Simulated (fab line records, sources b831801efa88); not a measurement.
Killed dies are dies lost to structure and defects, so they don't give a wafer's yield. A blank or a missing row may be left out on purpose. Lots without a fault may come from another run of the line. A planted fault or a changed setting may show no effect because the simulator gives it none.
A struck lot beside a sound one | flow sky130 | 15 steps out of a route of 708
Sound: wafers L136.1, L136.3, L136.5. Struck: wafers L147.2, L147.4, L147.5. The cause comes at the end.
At each step with rows: each side's tool, then ch and its chambers, then its first start. Under that, the readings that differ: sound wafers | struck wafers | difference of the means | sigmas: that difference in standard deviations of wafers without a fault.
alike: readings whose means differ by less than 2 such deviations, and words and numbers that are the same on both sides. not compared: withheld readings, readings that some wafer has no value for, bounds like >300 that may hide the same value, and numbers for which the record gives no deviation and whose values overlap.
The two part at a step that has a row with sigmas, a row that says differs or no value, or rows on one side only. Numbers that don't overlap but have no deviation are shown without sigmas and don't part them. A reading that every wafer of one side lacks parts them only if that side has two wafers or more.

first, 2 steps without rows for these wafers: SKY_METAL3_CLEAN_22 (cleans in O3/DIW); SKY_VIA3_HDPCVD_00 (deposits SiO2, target thk 1635 nm, time 272.5 s).
SKY_VIA3_THK_MEAS_01:
  sound on film_metro-04, day 40 14:45; struck on film_metro-02, day 43 10:19
  alike: VIA3_HDPCVD_THK
SKY_VIA3_CMP_02: polishes SiO2.
  sound on cmp-02 ch 0,2, day 40 14:49; struck on cmp-02 ch 1,2,3, day 43 10:28
  alike: head_pressure_psi, motor_current_A, slurry_flow_ml_min
SKY_VIA3_BOW_MEAS_03:
  sound on film_metro-02, day 40 15:07; struck on film_metro-04, day 43 10:41
  alike: VIA3_BOW
then, 7 steps without rows for these wafers: SKY_VIA3_DEHYDRATE_04 (time 60 s); SKY_VIA3_HMDS_05 (prime time 60 s); SKY_VIA3_COAT_06 (resist thk 60 nm); SKY_VIA3_COAT_07 (resist thk 450 nm); SKY_VIA3_SOFTBAKE_08 (time 90 s); SKY_VIA3_EXPOSE_09 (exposes mask VIM3, target cd 200 nm); SKY_VIA3_PEB_10.
SKY_VIA3_DEVELOP_11: develop time 60 s.
  sound on litho_track-03 ch 0, day 41 14:00; struck on litho_track-03 ch 0, day 44 08:00
  reading              | sound             | struck            | difference | sigmas
  developer_temp_C (C) | 20.82 21.05 20.93 | 20.13 20.10 20.05 | -0.84      | -7
SKY_VIA3_CD_MEAS_12: target cd 200 nm.
  sound on cd_sem-01, day 41 14:32; struck on cd_sem-01, day 44 09:03
  alike: cd_nm
then, 1 step without rows for these wafers: SKY_PAD_OPEN_PROBE_99.

WHERE THEY PART
Only at SKY_VIA3_DEVELOP_11, within this record. Later steps at which nothing parts them and some readings are alike: SKY_VIA3_CD_MEAS_12.

WHY: what the simulator had put in
Process parameter drift: litho_track-03, from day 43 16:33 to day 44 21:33, at SKY_VIA3_DEVELOP_11. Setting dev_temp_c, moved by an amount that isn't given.
